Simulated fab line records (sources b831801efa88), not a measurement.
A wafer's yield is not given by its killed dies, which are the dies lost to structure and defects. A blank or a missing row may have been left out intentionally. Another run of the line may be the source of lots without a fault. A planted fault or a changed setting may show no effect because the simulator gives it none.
fab line records	flow sky130
record: lots: 5	wafers: 23
route steps=708 shown VT_ADJUST_PCH@145 SONOS_ONO@168 GATE_OXIDE@192 POLY_GATE@213 RES_PROTECT@214 LDD_N@246 LDD_P@257 LDD_HVN@275 LDD_HVP@286 SPACER@304 SD_P@322
start-h: hours from the record's first day to the start of the lot's first wafer shown	wait-h: hours elapsed since this lot's preceding step	" the same as in the row above	L1.1+2: a row that stands for several wafers	- either no value or no given start	* or withheld: withheld	< > ~ a bound
route shown NAME@n: a module of which the file shows steps, and the number in the route of the first	usual: mean/standard deviation taken from wafers without a fault	same: alike in all rows	chamber/n: place in a boat	sites: readings site by site	_std_site: standard deviation of those values	_edge_site: inner sites' mean taken away from outer sites' mean	radius-mm: how far each site lies from the wafer's centre	mask NAME#n: copy n	behind: the tool/chamber that last shaped the wafer	hold: the reason the lot was held/the length of the hold in hours/how it ended	device: the transistor (n, p or np) that didn't switch	end of line: tests of these same wafers at the route's end	a step given without rows: its recipe and nothing more	killed: not the wafer's yield, but the dies lost to structure and defects at the first sort	map: a wafer's dies, x killed, . not, _ none there
set.NAME: the setting as run; set.NAME@STEP: as run at that earlier step	model.NAME: the simulator's own value behind a step, which no gauge read
lots where settings were altered on purpose, with a table for each step and a row for each wafer
== steps ==
step: SKY_VT_ADJUST_PCH_COAT_02
recipe: spin-rpm: 2000	resist-thk-nm: 3000
lot.wafer	tool	chamber	start-h	wait-h	set.spin-rpm	model.coat_of_VT_ADJUST_PCH_COAT_02.thk-nm
L074.1	litho-track-01	0	217.57	0.1	2000	2992
L074.2	"	0	"	"	2000	2991
L074.3	"	0	"	"	2000	3003
L074.4	"	0	"	"	2000	2993
L074.5	"	0	"	"	2000	2999
L076.1	litho-track-04	0	233.89	0.1	2000	3004
L076.2	"	0	"	"	2090	2939
L076.3	"	0	"	"	2090	2946
L076.5	"	0	"	"	2090	2947
L076.6	"	0	"	"	2000	3008
L079.1	litho-track-03	0	252.22	0.1	2000	2994
L079.3	"	0	"	"	2000	2995
L079.5	"	0	"	"	2000	2992
L082.1	litho-track-03	0	279.37	0.1	2122	2892
L082.2	"	0	"	"	2000	2988
L082.4	"	0	"	"	2000	2986
L082.5	"	0	"	"	2000	2982
L082.6	"	0	"	"	2122	2889
L084.1	litho-track-03	0	286.77	0.1	2000	3005
L084.2+5	"	0	"	"	2000	2994
L084.4	"	0	"	"	2000	3001
L084.6	"	0	"	"	2000	3007
step: SKY_VT_ADJUST_PCH_STRIP_09
recipe: chemistry: O2/N2	power-w: 1400	pressure-mtorr: 1500	platen-temp-c: withheld	o2-flow-sccm: 3000	n2-flow-sccm: 300	overash-fraction: 0.5
usual: oes-product-au: 0.723/0.0046	strip-time-to-endpoint-s: 36.84/0.1
lot.wafer	tool	chamber	start-h	wait-h	set.power-w	set.spin-rpm@VT_ADJUST_PCH_COAT_02	oes-product-au	strip-time-to-endpoint-s
L074.1	plasma-asher-03	1	228.31	0.1	1331	2000	0.703	38.39
L074.2	"	0	"	"	1400	2000	0.727	36.80
L074.3	"	1	"	"	1331	2000	0.696	38.51
L074.4	"	0	"	"	1331	2000	0.699	38.39
L074.5	"	0	"	"	1400	2000	0.730	36.90
L076.1	plasma-asher-03	1	245.56	0.1	1400	2000	0.723	36.97
L076.2	"	0	"	"	1400	2090	0.730	36.22
L076.3	"	0	"	"	1400	2090	0.725	36.32
L076.5	"	1	"	"	1400	2090	0.725	36.31
L076.6	"	0	"	"	1400	2000	0.721	37.00
L079.1	plasma-asher-03	0	264.26	0.1	1400	2000	0.727	36.84
L079.3	"	0	"	"	1400	2000	0.722	36.86
L079.5	"	1	"	"	1400	2000	0.719	36.82
L082.1	plasma-asher-03	0	292.91	0.1	1400	2122	0.723	35.67
L082.2	"	1	"	"	1400	2000	0.722	36.77
L082.4	"	0	"	"	1400	2000	0.720	36.74
L082.5	"	1	"	"	1400	2000	0.708	36.70
L082.6	"	0	"	"	1400	2122	0.725	35.63
L084.1	plasma-asher-03	1	299.51	0.1	1467	2000	0.742	35.60
L084.2	"	0	"	"	1467	2000	0.747	35.46
L084.4	"	0	"	"	1400	2000	0.716	36.93
L084.5	"	1	"	"	1400	2000	0.722	36.84
L084.6	"	0	"	"	1400	2000	0.725	36.99
step: SKY_SONOS_ONO_OXIDATION_00
recipe: temp-c: 800	ambient: O2	idle-temp-c: 700	ramp-up-c-per-min: 10	ramp-down-c-per-min: 3	stabilise-s: 600	purge-s: 300	target-thk-a: 26	ox-time-s: 1249
lot.wafer	tool	chamber	start-h	wait-h	set.ox-time-s	model.SiO2_of_SONOS_ONO_OXIDATION_00.thk-nm
L074.1	-	-	-	2.2	1174	2.532
L074.2	"	-	"	"	1174	2.513
L074.3	"	-	"	"	1174	2.551
L074.4	"	-	"	"	1174	2.48
L074.5	"	-	"	"	1174	2.55
L076.1	-	-	-	1.1	1351	2.773
L076.2	"	-	"	"	1351	2.714
L076.3	"	-	"	"	1351	2.774
L076.5	"	-	"	"	1351	2.761
L076.6	"	-	"	"	1351	2.78
L079.1	furnace-02	0	290.86	2.2	1249	2.693
L079.3	"	0	"	"	1249	2.663
L079.5	"	0	"	"	1249	2.672
L082.1	-	-	-	0.3	1249	2.573
L082.2	"	-	"	"	1249	2.53
L082.4+5	"	-	"	"	1249	2.569
L082.6	"	-	"	"	1249	2.507
L084.1	-	-	-	1.0	1135	2.421
L084.2	"	-	"	"	1135	2.436
L084.4	"	-	"	"	1135	2.479
L084.5	"	-	"	"	1135	2.433
L084.6	"	-	"	"	1135	2.449
step: SKY_GATE_OXIDE_COAT_05
recipe: resist: NOVOLAK	spin-rpm: 3000	resist-thk-nm: 1140
lot.wafer	tool	chamber	start-h	wait-h	set.resist-thk-nm	model.NOVOLAK_of_GATE_OXIDE_COAT_05.thk-nm
L074.1	litho-track-01	0	295.62	0.1	1140	1137
L074.2+3	"	0	"	"	1197	1201
L074.4	"	0	"	"	1197	1197
L074.5	"	0	"	"	1140	1139
L076.1	litho-track-03	0	311.92	0.1	1140	1137
L076.2	"	0	"	"	1198	1200
L076.3	"	0	"	"	1140	1139
L076.5	"	0	"	"	1198	1201
L076.6	"	0	"	"	1140	1140
L079.1	litho-track-03	0	336.37	0.1	1140	1145
L079.3	"	0	"	"	1140	1142
L079.5	"	0	"	"	1140	1141
L082.1	litho-track-03	0	366.77	0.1	1140	1145
L082.2	"	0	"	"	1140	1146
L082.4+5	"	0	"	"	1140	1143
L082.6	"	0	"	"	1140	1144
L084.1	litho-track-01	0	377.82	0.1	1140	1135
L084.2	"	0	"	"	1140	1137
L084.4	"	0	"	"	1140	1134
L084.5	"	0	"	"	1140	1139
L084.6	"	0	"	"	1140	1136
step: SKY_GATE_OXIDE_IMPLANT_11
recipe: species: B	energy-kev: 10	dose-cm2: 2.6e+12	tilt-deg: withheld
lot.wafer	tool	chamber	start-h	wait-h	set.energy-kev	model.implant.rp-nm	model.implant.drp-nm
L074.1+3	implanter-01	0	308.01	0.0	10	33.37	17.11
L074.2+4+5	"	0	"	"	9.464	31.9	16.47
L076.1+2+3	implanter-04	0	325.46	0.0	10	34.16	17.11
L076.5+6	"	0	"	"	9.774	33.52	16.84
L079.1+3+5	implanter-01	0	350.26	0.0	10	32.45	17.11
L082.1+2+4+5+6	implanter-01	0	381.74	0.0	10	33.12	17.11
L084.1+5	implanter-02	0	392.74	0.0	10.42	34.27	17.61
L084.2+4+6	"	0	"	"	10	32.91	17.11
step: SKY_GATE_OXIDE_WET_ETCH_12
recipe: chemistry: dHF	target-depth-nm: 16.8	dry: n2-spin	target: SiO2	dilution: 100:1	temp-c: 25	time-s: 336
step: SKY_GATE_OXIDE_STRIP_13
recipe: chemistry: O2/N2	power-w: 1400	pressure-mtorr: 1500	platen-temp-c: withheld	o2-flow-sccm: 3000	n2-flow-sccm: 300	overash-fraction: 0.5
usual: strip-time-to-endpoint-s: 14.19/0.043
lot.wafer	tool	chamber	start-h	wait-h	set.resist-thk-nm@GATE_OXIDE_COAT_05	strip-time-to-endpoint-s
L074.1	plasma-asher-01	1	308.26	0.0	1140	14.16
L074.2	"	0	"	"	1197	14.88
L074.3	"	0	"	"	1197	14.90
L074.4	"	1	"	"	1197	14.85
L074.5	"	0	"	"	1140	14.18
L076.1	plasma-asher-04	1	325.71	0.0	1140	14.16
L076.2	"	0	"	"	1198	14.88
L076.3	"	1	"	"	1140	14.20
L076.5	"	0	"	"	1198	14.89
L076.6	"	1	"	"	1140	14.21
L079.1	plasma-asher-02	1	350.51	0.0	1140	14.26
L079.3	"	1	"	"	1140	14.21
L079.5	"	0	"	"	1140	14.22
L082.1	plasma-asher-02	0	382.00	0.0	1140	14.26
L082.2	"	1	"	"	1140	14.28
L082.4	"	0	"	"	1140	14.25
L082.5	"	0	"	"	1140	14.23
L082.6	"	1	"	"	1140	14.26
L084.1	plasma-asher-04	0	392.99	0.0	1140	14.15
L084.2	"	1	"	"	1140	14.17
L084.4	"	1	"	"	1140	14.15
L084.5	"	0	"	"	1140	14.17
L084.6	"	1	"	"	1140	14.17
step: SKY_POLY_GATE_IMPLANT_02
recipe: species: P	energy-kev: 30	dose-cm2: 7.7e+15	tilt-deg: 0
lot.wafer	tool	chamber	start-h	wait-h	set.energy-kev	model.implant.rp-nm	model.implant.drp-nm
L074.1+3+5	implanter-02	0	338.97	0.1	30	35.84	16.6
L074.2+4	"	0	"	"	30.58	36.5	16.87
L076.1+6	implanter-04	0	356.94	0.1	31.56	40.05	17.32
L076.2+3+5	"	0	"	"	30	38.17	16.6
L079.1+3+5	implanter-02	0	383.37	0.1	30	36.77	16.6
L082.1+4+6	implanter-04	0	415.59	0.1	28.33	35.98	16.04
L082.2+5	"	0	"	"	30	37.4	16.6
L084.1+4+5	implanter-02	0	426.34	0.1	30	36.42	16.6
L084.2+6	"	0	"	"	31.53	38.19	17.31
step: SKY_RES_PROTECT_STRIP_07
recipe: chemistry: O2/N2	power-w: 1400	pressure-mtorr: 1500	platen-temp-c: withheld	o2-flow-sccm: 3000	n2-flow-sccm: 300	overash-fraction: 0.5
usual: strip-time-to-endpoint-s: 23.26/0.037
lot.wafer	tool	chamber	start-h	wait-h	set.energy-kev@POLY_GATE_IMPLANT_02	strip-time-to-endpoint-s
L074.1	plasma-asher-01	0	339.12	0.1	30	23.32
L074.2	"	1	"	"	30.58	23.46
L074.3	"	1	"	"	30	23.34
L074.4	"	0	"	"	30.58	23.49
L074.5	"	0	"	"	30	23.33
L076.1	plasma-asher-02	1	357.09	0.1	31.56	23.76
L076.2	"	0	"	"	30	23.33
L076.3	"	1	"	"	30	23.28
L076.5	"	0	"	"	30	23.27
L076.6	"	1	"	"	31.56	23.76
L079.1	plasma-asher-02	1	383.52	0.1	30	23.27
L079.3	"	0	"	"	30	23.25
L079.5	"	1	"	"	30	23.22
L082.1	plasma-asher-01	0	415.74	0.1	28.33	22.77
L082.2	"	1	"	"	30	23.27
L082.4	"	1	"	"	28.33	22.78
L082.5	"	0	"	"	30	23.23
L082.6	"	1	"	"	28.33	22.76
L084.1	plasma-asher-03	1	426.49	0.1	30	23.30
L084.2	"	0	"	"	31.53	23.78
L084.4	"	0	"	"	30	23.26
L084.5	"	0	"	"	30	23.27
L084.6	"	1	"	"	31.53	23.72
step: SKY_POLY_GATE_DEVELOP_12
recipe: develop-time-s: 60	resist: KrF-thick	dev-temp-c: 21
lot.wafer	tool	chamber	start-h	wait-h	set.dev-temp-c
L074.1+2+5	litho-track-04	0	-	-	19.31
L074.3+4	"	0	"	"	21
L076.1+2+6	litho-track-01	0	-	-	21
L076.3+5	"	0	"	"	24.18
L079.1+3+5	litho-track-04	0	-	-	21
L082.1+5+6	litho-track-01	0	-	-	24.34
L082.2+4	"	0	"	"	21
L084.1+2+4	litho-track-02	0	-	-	23.81
L084.5+6	"	0	"	"	21
step: SKY_POLY_GATE_CD_MEAS_13
recipe: target-cd-nm: 150
usual: cd-nm: 150.8/1.3
lot.wafer	tool	chamber	start-h	wait-h	set.dev-temp-c@POLY_GATE_DEVELOP_12	cd-nm
L074.1	cd-sem-01	-	370.24	-	19.31	153.1
L074.2	"	-	"	"	19.31	152.2
L074.3	"	-	"	"	21	150.1
L074.4	"	-	"	"	21	150.6
L074.5	"	-	"	"	19.31	152.8
L076.1	cd-sem-02	-	388.67	-	21	151.5
L076.2	"	-	"	"	21	150.5
L076.3	"	-	"	"	24.18	149.2
L076.5	"	-	"	"	24.18	149.1
L076.6	"	-	"	"	21	150.9
L079.1	cd-sem-01	-	415.94	-	21	150.6
L079.3	"	-	"	"	21	150.2
L079.5	"	-	"	"	21	150.0
L082.1	cd-sem-01	-	448.12	-	24.34	149.0
L082.2	"	-	"	"	21	151.7
L082.4	"	-	"	"	21	152.1
L082.5	"	-	"	"	24.34	149.6
L082.6	"	-	"	"	24.34	149.5
L084.1	cd-sem-02	-	460.55	-	23.81	146.6
L084.2	"	-	"	"	23.81	145.9
L084.4	"	-	"	"	23.81	147.1
L084.5	"	-	"	"	21	148.3
L084.6	"	-	"	"	21	148.9
step: SKY_LDD_N_IMPLANT_09
recipe: species: As	energy-kev: 20	dose-cm2: 7.5e+13	tilt-deg: withheld	rotation-deg: 113
lot.wafer	tool	chamber	start-h	wait-h	set.energy-kev	model.implant.rp-nm	model.implant.drp-nm
L074.1+2+3	implanter-02	0	403.24	0.1	20	15.58	7.212
L074.4+5	"	0	"	"	19.15	15.09	6.998
L076.1+5+6	implanter-01	0	421.09	0.1	19.68	15.47	7.131
L076.2+3	"	0	"	"	20	15.65	7.212
L079.1+3+5	implanter-01	0	453.19	0.1	20	15.98	7.212
L082.1+2+4+5+6	implanter-02	0	481.49	0.1	20	15.73	7.212
L084.1+4	implanter-02	0	496.16	0.1	20	15.67	7.212
L084.2+5+6	"	0	"	"	18.82	14.99	6.915
step: SKY_LDD_P_COAT_02
recipe: resist: NOVOLAK	spin-rpm: 3000	resist-thk-nm: 1140
lot.wafer	tool	chamber	start-h	wait-h	set.resist-thk-nm	model.NOVOLAK_of_LDD_P_COAT_02.thk-nm
L074.1	litho-track-02	0	419.00	0.1	1096	1093
L074.2	"	0	"	"	1140	1134
L074.3	"	0	"	"	1140	1137
L074.4	"	0	"	"	1096	1090
L074.5	"	0	"	"	1140	1135
L076.1	litho-track-02	0	437.65	0.1	1168	1169
L076.2	"	0	"	"	1168	1170
L076.3	"	0	"	"	1168	1167
L076.5	"	0	"	"	1140	1141
L076.6	"	0	"	"	1140	1139
L079.1	litho-track-01	0	468.97	0.1	1140	1138
L079.3	"	0	"	"	1140	1139
L079.5	"	0	"	"	1140	1136
L082.1	litho-track-02	0	498.10	0.1	1140	1141
L082.2	"	0	"	"	1140	1148
L082.4	"	0	"	"	1140	1146
L082.5	"	0	"	"	1140	1143
L082.6	"	0	"	"	1140	1144
L084.1+4+5	litho-track-03	0	512.22	0.1	1140	1140
L084.2+6	"	0	"	"	1140	1141
step: SKY_LDD_P_DEVELOP_06
recipe: resist: NOVOLAK	developer: TMAH	develop-time-s: 60	dev-temp-c: 23
lot.wafer	tool	chamber	start-h	wait-h	set.develop-time-s
L074.1+2	litho-track-02	0	434.45	0.1	51.34
L074.3+4+5	"	0	"	"	60
L076.1+3+5	litho-track-02	0	454.05	0.1	55.29
L076.2+6	"	0	"	"	60
L079.1+3+5	litho-track-01	0	485.02	0.1	60
L082.1+6	litho-track-01	0	513.47	0.1	55.04
L082.2+4+5	"	0	"	"	60
L084.1+2+6	litho-track-02	0	527.75	0.1	67.51
L084.4+5	"	0	"	"	60
step: SKY_LDD_P_CD_MEAS_07
recipe: target-cd-nm: 380
usual: cd-nm: 381.6/2.8
lot.wafer	tool	chamber	start-h	wait-h	set.develop-time-s@LDD_P_DEVELOP_06	cd-nm
L074.1	cd-sem-02	-	434.60	0.1	51.34	374.6
L074.2	"	-	"	"	51.34	366.3
L074.3	"	-	"	"	60	382.5
L074.4	"	-	"	"	60	388.5
L074.5	"	-	"	"	60	382.7
L076.1	cd-sem-01	-	454.20	0.1	55.29	362.1
L076.2	"	-	"	"	60	373.5
L076.3	"	-	"	"	55.29	366.2
L076.5	"	-	"	"	55.29	365.7
L076.6	"	-	"	"	60	373.5
L079.1	cd-sem-01	-	485.17	0.1	60	380.2
L079.3	"	-	"	"	60	382.0
L079.5	"	-	"	"	60	382.8
L082.1	cd-sem-01	-	513.62	0.1	55.04	375.5
L082.2	"	-	"	"	60	383.7
L082.4	"	-	"	"	60	381.9
L082.5	"	-	"	"	60	385.0
L082.6	"	-	"	"	55.04	373.7
L084.1	cd-sem-02	-	527.90	0.1	67.51	394.2
L084.2	"	-	"	"	67.51	393.9
L084.4	"	-	"	"	60	383.8
L084.5	"	-	"	"	60	383.2
L084.6	"	-	"	"	67.51	392.6
step: SKY_LDD_P_IMPLANT_09
recipe: species: BF2	energy-kev: 25	dose-cm2: 1e+13	tilt-deg: withheld
step: SKY_LDD_P_STRIP_10
recipe: chemistry: O2/N2	power-w: 1400	pressure-mtorr: 1500	platen-temp-c: withheld	o2-flow-sccm: 3000	n2-flow-sccm: 300	overash-fraction: 0.5
usual: strip-time-to-endpoint-s: 14.18/0.041
lot.wafer	tool	chamber	start-h	wait-h	set.resist-thk-nm@LDD_P_COAT_02	strip-time-to-endpoint-s
L074.1	plasma-asher-02	1	434.91	0.1	1096	13.62
L074.2	"	0	"	"	1140	14.11
L074.3	"	1	"	"	1140	14.14
L074.4	"	0	"	"	1096	13.57
L074.5	"	1	"	"	1140	14.10
L076.1	plasma-asher-02	0	454.51	0.1	1168	14.47
L076.2	"	1	"	"	1168	14.50
L076.3	"	1	"	"	1168	14.47
L076.5	"	1	"	"	1140	14.20
L076.6	"	0	"	"	1140	14.17
L079.1	plasma-asher-02	1	485.47	0.1	1140	14.15
L079.3	"	0	"	"	1140	14.16
L079.5	"	0	"	"	1140	14.13
L082.1	plasma-asher-04	0	513.92	0.1	1140	14.20
L082.2	"	1	"	"	1140	14.28
L082.4	"	1	"	"	1140	14.26
L082.5	"	0	"	"	1140	14.20
L082.6	"	1	"	"	1140	14.23
L084.1	plasma-asher-01	1	528.21	0.1	1140	14.17
L084.2	"	0	"	"	1140	14.18
L084.4	"	0	"	"	1140	14.16
L084.5	"	1	"	"	1140	14.19
L084.6	"	0	"	"	1140	14.19
step: SKY_LDD_HVN_IMPLANT_08
recipe: species: P	energy-kev: 60	dose-cm2: 3e+13	tilt-deg: 40
lot.wafer	tool	chamber	start-h	wait-h	set.energy-kev	model.implant.rp-nm	model.implant.drp-nm
L074.1+3+5	implanter-04	0	466.65	0.0	60	55.29	28.15
L074.2+4	"	0	"	"	62.36	57.52	29.11
L076.1+2+3+5+6	implanter-01	0	485.50	0.0	60	56.43	28.15
L079.1+3+5	implanter-02	0	517.01	0.0	60	57.49	28.15
L082.1+2+5	implanter-04	0	544.52	0.0	60	52.81	28.15
L082.4+6	"	0	"	"	62.23	54.81	29.06
L084.1+4+5	implanter-04	0	558.02	0.0	60	55.21	28.15
L084.2+6	"	0	"	"	58.92	54.19	27.71
step: SKY_LDD_HVP_IMPLANT_08
recipe: species: B	energy-kev: 20	dose-cm2: 1.7e+13	tilt-deg: 17.9
lot.wafer	tool	chamber	start-h	wait-h	set.energy-kev	model.implant.rp-nm	model.implant.drp-nm
L074.1+3	implanter-04	0	499.04	0.0	20	62.07	28.53
L074.2+4+5	"	0	"	"	20.39	63.27	28.95
L076.1+2	implanter-04	0	517.39	0.0	20	63.8	28.53
L076.3+5+6	"	0	"	"	20.5	65.38	29.07
L079.1+3+5	implanter-04	0	547.77	0.0	20	62.33	28.53
L082.1+2+4	implanter-03	0	574.67	0.0	20.45	63.07	29.01
L082.5+6	"	0	"	"	20	61.7	28.53
L084.1+6	implanter-03	0	588.20	0.0	19.17	60.06	27.69
L084.2+4+5	"	0	"	"	20	62.63	28.53
step: SKY_SPACER_CVD_00
recipe: material: Si3N4	precursor: DCS/NH3	target-thk-nm: 43.1	temp-c: 770	time-s: 740	pressure-mtorr: 250
lot.wafer	tool	chamber	start-h	wait-h	set.pressure-mtorr	model.Si3N4_of_SPACER_CVD_00.thk-nm
L074.1	-	-	-	0.0	250	43.23
L074.2	"	-	"	"	250	43.19
L074.3	"	-	"	"	250	42.96
L074.4	"	-	"	"	250	43.33
L074.5	"	-	"	"	250	43.06
L076.1	-	-	-	0.0	233.5	41.87
L076.2	"	-	"	"	233.5	42.44
L076.3	"	-	"	"	233.5	42.37
L076.5	"	-	"	"	233.5	41.95
L076.6	"	-	"	"	233.5	42.45
L079.1	lpcvd-02	1	577.63	0.0	250	43.77
L079.3	"	1	"	"	250	43.59
L079.5	"	1	"	"	250	43.53
L082.1	-	-	-	9.1	239.6	42.91
L082.2	"	-	"	"	239.6	42.92
L082.4	"	-	"	"	239.6	42.88
L082.5	"	-	"	"	239.6	42.36
L082.6	"	-	"	"	239.6	43.3
L084.1	-	-	-	1.2	218.6	41.6
L084.2	"	-	"	"	218.6	41.45
L084.4	"	-	"	"	218.6	41.21
L084.5	"	-	"	"	218.6	41.48
L084.6	"	-	"	"	218.6	41.81
step: SKY_SD_P_COAT_02
recipe: resist: NOVOLAK	spin-rpm: 3000	resist-thk-nm: 1140
lot.wafer	tool	chamber	start-h	wait-h	set.resist-thk-nm	model.NOVOLAK_of_SD_P_COAT_02.thk-nm
L074.1+5	litho-track-04	0	577.44	0.1	1140	1134
L074.2	"	0	"	"	1140	1138
L074.3+4	"	0	"	"	1111	1104
L076.1	litho-track-01	0	593.72	0.1	1140	1133
L076.2	"	0	"	"	1180	1173
L076.3	"	0	"	"	1140	1137
L076.5	"	0	"	"	1140	1136
L076.6	"	0	"	"	1180	1175
L079.1	litho-track-04	0	621.29	0.1	1140	1138
L079.3	"	0	"	"	1140	1139
L079.5	"	0	"	"	1140	1143
L082.1+5	litho-track-03	0	658.52	0.1	1140	1142
L082.2	"	0	"	"	1140	1141
L082.4	"	0	"	"	1140	1140
L082.6	"	0	"	"	1140	1138
L084.1	litho-track-03	0	665.12	0.1	1140	1139
L084.2	"	0	"	"	1093	1093
L084.4	"	0	"	"	1140	1141
L084.5	"	0	"	"	1093	1091
L084.6	"	0	"	"	1093	1097
== key ==
split: step: SKY_VT_ADJUST_PCH_COAT_02	setting: spin-rpm	stated: 2000	by: wafer
response: step: SKY_VT_ADJUST_PCH_COAT_02	reading: model.coat_of_VT_ADJUST_PCH_COAT_02.thk-nm	change: -14.9	per: 1%	r: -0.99
response: step: SKY_VT_ADJUST_PCH_STRIP_09	reading: strip-time-to-endpoint-s	slope: *	per: 1%	together-with: power-w@VT_ADJUST_PCH_STRIP_09	explained: 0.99
split: step: SKY_VT_ADJUST_PCH_STRIP_09	setting: power-w	stated: 1400	by: wafer
response: step: SKY_VT_ADJUST_PCH_STRIP_09	reading: oes-product-au	change: +0.00539	per: 1%	r: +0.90
response: step: SKY_VT_ADJUST_PCH_STRIP_09	reading: strip-time-to-endpoint-s	slope: *	per: 1%	together-with: spin-rpm@VT_ADJUST_PCH_COAT_02	explained: 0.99
split: step: SKY_SONOS_ONO_OXIDATION_00	setting: ox-time-s	stated: 1249	by: lot
response: step: SKY_SONOS_ONO_OXIDATION_00	reading: model.SiO2_of_SONOS_ONO_OXIDATION_00.thk-nm	change: +0.0175	per: 1%	r: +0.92
split: step: SKY_GATE_OXIDE_COAT_05	setting: resist-thk-nm	stated: 1140	by: wafer
response: step: SKY_GATE_OXIDE_COAT_05	reading: model.NOVOLAK_of_GATE_OXIDE_COAT_05.thk-nm	change: +12.3	per: 1%	r: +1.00
response: step: SKY_GATE_OXIDE_STRIP_13	reading: strip-time-to-endpoint-s	change: *	per: 1%	r: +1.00
split: step: SKY_GATE_OXIDE_IMPLANT_11	setting: energy-kev	stated: 10	by: wafer
response: step: SKY_GATE_OXIDE_IMPLANT_11	reading: model.implant.rp-nm	change: +0.292	per: 1%	r: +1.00
response: step: SKY_GATE_OXIDE_IMPLANT_11	reading: model.implant.drp-nm	change: +0.12	per: 1%	r: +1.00
split: step: SKY_POLY_GATE_IMPLANT_02	setting: energy-kev	stated: 30	by: wafer
response: step: SKY_POLY_GATE_IMPLANT_02	reading: model.implant.rp-nm	change: +0.319	per: 1%	r: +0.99
response: step: SKY_POLY_GATE_IMPLANT_02	reading: model.implant.drp-nm	change: +0.126	per: 1%	r: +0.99
response: step: SKY_RES_PROTECT_STRIP_07	reading: strip-time-to-endpoint-s	change: *	per: 1%	r: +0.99
split: step: SKY_POLY_GATE_DEVELOP_12	setting: dev-temp-c	stated: 21	by: wafer
response: step: SKY_POLY_GATE_CD_MEAS_13	reading: cd-nm	change: -0.155	per: 1%	r: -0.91
split: step: SKY_LDD_N_IMPLANT_09	setting: energy-kev	stated: 20	by: wafer
response: step: SKY_LDD_N_IMPLANT_09	reading: model.implant.rp-nm	change: +0.114	per: 1%	r: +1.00
response: step: SKY_LDD_N_IMPLANT_09	reading: model.implant.drp-nm	change: +0.0502	per: 1%	r: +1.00
split: step: SKY_LDD_P_COAT_02	setting: resist-thk-nm	stated: 1140	by: wafer
response: step: SKY_LDD_P_COAT_02	reading: model.NOVOLAK_of_LDD_P_COAT_02.thk-nm	change: +11.4	per: 1%	r: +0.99
response: step: SKY_LDD_P_STRIP_10	reading: strip-time-to-endpoint-s	change: *	per: 1%	r: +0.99
split: step: SKY_LDD_P_DEVELOP_06	setting: develop-time-s	stated: 60	by: wafer
response: step: SKY_LDD_P_CD_MEAS_07	reading: cd-nm	change: +0.955	per: 1%	r: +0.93
split: step: SKY_LDD_HVN_IMPLANT_08	setting: energy-kev	stated: 60	by: wafer
response: step: SKY_LDD_HVN_IMPLANT_08	reading: model.implant.rp-nm	change: +0.554	per: 1%	r: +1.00
response: step: SKY_LDD_HVN_IMPLANT_08	reading: model.implant.drp-nm	change: +0.244	per: 1%	r: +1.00
split: step: SKY_LDD_HVP_IMPLANT_08	setting: energy-kev	stated: 20	by: wafer
response: step: SKY_LDD_HVP_IMPLANT_08	reading: model.implant.rp-nm	change: +0.619	per: 1%	r: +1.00
response: step: SKY_LDD_HVP_IMPLANT_08	reading: model.implant.drp-nm	change: +0.207	per: 1%	r: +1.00
split: step: SKY_SPACER_CVD_00	setting: pressure-mtorr	stated: 250	by: lot
response: step: SKY_SPACER_CVD_00	reading: model.Si3N4_of_SPACER_CVD_00.thk-nm	change: +0.149	per: 1%	r: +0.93
split: step: SKY_SD_P_COAT_02	setting: resist-thk-nm	stated: 1140	by: wafer
response: step: SKY_SD_P_COAT_02	reading: model.NOVOLAK_of_SD_P_COAT_02.thk-nm	change: +11.4	per: 1%	r: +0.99
